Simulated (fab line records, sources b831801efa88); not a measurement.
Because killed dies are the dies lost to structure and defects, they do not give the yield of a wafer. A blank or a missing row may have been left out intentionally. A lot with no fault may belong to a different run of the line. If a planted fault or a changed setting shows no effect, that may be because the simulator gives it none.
Comparing a struck lot with a sound one -- flow sky130 -- 15 steps out of a route of 708
Sound: the wafers L714.3, L714.4, L714.6. Wafers struck: L729.1, L729.2, L729.6. The cause is given at the end.
Each step with rows lists, per side, the tool, then ch with its chambers, then its first start. Under that, the readings that differ: sound wafers -- struck wafers -- difference of the means -- sigmas: that difference in standard deviations of wafers without a fault.
alike: a reading whose means differ by less than 2 such deviations, as well as words and numbers matching on both sides. not compared: withheld readings; readings where some wafer has no value; bounds like >300 that might hide an equal value; numbers whose values overlap and for which the record gives no deviation.
A row with sigmas, a row that says differs or no value, or rows on one side alone: a step with any of these is where the two part. Numbers that have no deviation but don't overlap get no sigmas and don't part them. Lack of a reading on every wafer of one side parts them only where that side has two or more wafers.

SKY_LI_CONTACT_CD_MEAS_12: target cd 170 nm.
  sound on cd-sem-02 at day 30 16:08; struck on cd-sem-02 at day 34 17:12
  alike: cd-nm
SKY_LI_CONTACT_OVL_MEAS_13:
  sound on overlay-01 at day 30 16:14; struck on overlay-02 at day 34 17:19
reading,sound,struck,difference,sigmas
LI_CONTACT_OVL (nm),-12 -3 -2,7 6 6,+12,+2
SKY_LI_CONTACT_ETCH_14: etches BARC in N2/H2, stops on SiO2, time 45.9 s, target depth 60 nm.
  sound on rie-diel-02 ch 0,1,3, day 30 16:15; struck on rie-diel-04 ch 1,2,3, day 34 17:21
  alike: drypump-motor-current-A, oes-product-au, throttle-valve-pct
  not compared: rf-hours-counter-h
SKY_LI_CONTACT_ETCH_15: etches PSG in C4F8/O2/Ar, stops on Si, target depth 600 nm.
  sound on rie-diel-02 ch 0,1,3, day 30 16:18; struck on rie-diel-04 ch 1,2,3, day 34 17:23
  alike: oes-product-au
SKY_LI_CONTACT_STRIP_16: strips in O2/N2.
  sound on plasma-asher-04 ch 0,1, day 30 16:25; struck on plasma-asher-02 ch 0,1, day 34 17:29
  alike: drypump-motor-current-A, oes-product-au, strip-time-to-endpoint-s
  not compared: rf-hours-counter-h
then, 2 steps without rows for these wafers: SKY_LI_CONTACT_CLEAN_17 (cleans in NMP, time 600 s); SKY_LI_CONTACT_PRE_CLEAN_18 (time 5.6 s).
SKY_LI_CONTACT_SPUTTER_19: material Ti, target thk 20 nm, time 106.37 s.
  sound on pvd-sputter-04 at day 30 16:41; struck on pvd-sputter-02 at day 34 17:47
  alike: throttle-valve-pct
then, 2 steps without rows for these wafers: SKY_LI_CONTACT_SPUTTER_20 (material TiN, target thk 20 nm, time 80 s); SKY_LI_CONTACT_CVD_21 (deposits W, target thk 400 nm, time 120.56 s).
SKY_LI_CONTACT_RS_MEAS_22: uses a four-point probe to measure.
  sound on film-metro-04 at day 30 16:59; struck on film-metro-01 at day 34 18:02
  alike: LI_CONTACT_W_RS
SKY_LI_CONTACT_THK_MEAS_23: measures by xrf.
  sound on film-metro-04 at day 30 17:05; struck on film-metro-01 at day 34 18:10
  alike: LI_CONTACT_W_THK
SKY_LI_CONTACT_CMP_24: polishes, stops on PSG, t overpolish 20 s, target thk 0 nm.
  sound on cmp-01 ch 1,3, day 30 17:07; struck on cmp-02 ch 2,3, day 34 18:13
reading,sound,struck,difference,sigmas
platen-rpm (rpm),60.00 59.93 59.97,65.94 66.02 65.99,+6.02,+99 or more
time-to-endpoint-s (s),94 99 96,85 87 90,-9,-2
  alike: edge-zone-pressure-frac, motor-current-A, overpolish-run-s
SKY_LOCAL_INTERCONNECT_SPUTTER_00: material TiN, target thk 100 nm, time 83.3 s.
  sound on pvd-sputter-03 at day 30 17:25; struck on pvd-sputter-01 at day 34 18:31
  alike: throttle-valve-pct
-- record jumps: 15 days separate the struck wafers' starts on either side; left off in module LOCAL_INTERCONNECT, taken up again in module PAD_OPEN, whose first shown step is the route's number 708 --
SKY_PAD_OPEN_PROBE_99:
  rows exist in the record for the struck wafers here (prober-01, day 49 21:19), but not for the sound ones

WHERE THEY PART
At SKY_LI_CONTACT_OVL_MEAS_13 first; at SKY_PAD_OPEN_PROBE_99 last (within this record only).

WHY: whatever the simulator had introduced
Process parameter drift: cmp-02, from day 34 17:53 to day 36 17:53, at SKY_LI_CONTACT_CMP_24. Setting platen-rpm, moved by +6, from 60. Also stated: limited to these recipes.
